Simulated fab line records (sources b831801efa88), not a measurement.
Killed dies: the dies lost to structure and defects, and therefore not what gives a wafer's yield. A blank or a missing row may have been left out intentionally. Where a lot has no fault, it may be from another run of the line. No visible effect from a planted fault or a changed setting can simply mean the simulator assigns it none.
Matching of chambers | flow sky130 | cmp-01 running SKY_VIA2_CMP_02: 4 sister chambers
The step polishes SiO2. 8 wafers are shown with their chamber, then 7 later ones without.

== WAFERS, EACH WITH ITS CHAMBER ==
wafer  | chamber | motor_current_A (A) | platen_rpm (rpm)
L934.2 | 3       | 11.1                | 60.03
L934.3 | 1       | 12.1                | 60.01
L934.5 | 0       | 11.0                | 60.02
L935.1 | 2       | 13.3                | 59.97
L935.2 | 1       | 12.4                | 59.95
L935.4 | 0       | 10.7                | 59.96
L945.1 | 2       | 12.8                | 60.00
L945.2 | 3       | 10.9                | 60.02

== WAFERS MISSING THEIR CHAMBER ==
wafer  | motor_current_A (A) | platen_rpm (rpm)
L945.4 | 12.3                | 60.05
L949.1 | 11.7                | 60.04
L949.2 | 13.1                | 60.02
L949.3 | 10.7                | 59.97
L951.2 | 10.6                | 59.96
L951.3 | 10.7                | 59.99
L951.6 | 11.7                | 60.08

== EACH ONE'S CHAMBER ==
wafer  | from the rows above          | in truth
L945.4 | can't be placed: 1 or 2      | 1
L949.1 | can't be placed: 3 or 1 or 0 | 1
L949.2 | 2                            | 2
L949.3 | can't be placed: 0 or 3      | 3
L951.2 | can't be placed: 0 or 3      | 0
L951.3 | can't be placed: 0 or 3      | 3
L951.6 | can't be placed: 3 or 1 or 0 | 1
Correct placement for 1 of the 7. Cannot be placed on the basis of these rows: 6; the candidates contain the true chamber in 6. 0 placed wrongly.
How it was worked out, from the rows above alone: a wafer's distance from a chamber is the root of the sum, over the readings, of the square of ((its reading less the chamber's mean) divided by the reading's scatter). The wafer belongs to the nearest chamber; if the next one is less than 2 further off, it can't be placed. Each chamber's mean is taken over the wafers shown for it. The scatter: the root of (the sum of the squares of (reading less its chamber's mean) over the shown wafers, divided by (wafers less chambers)).
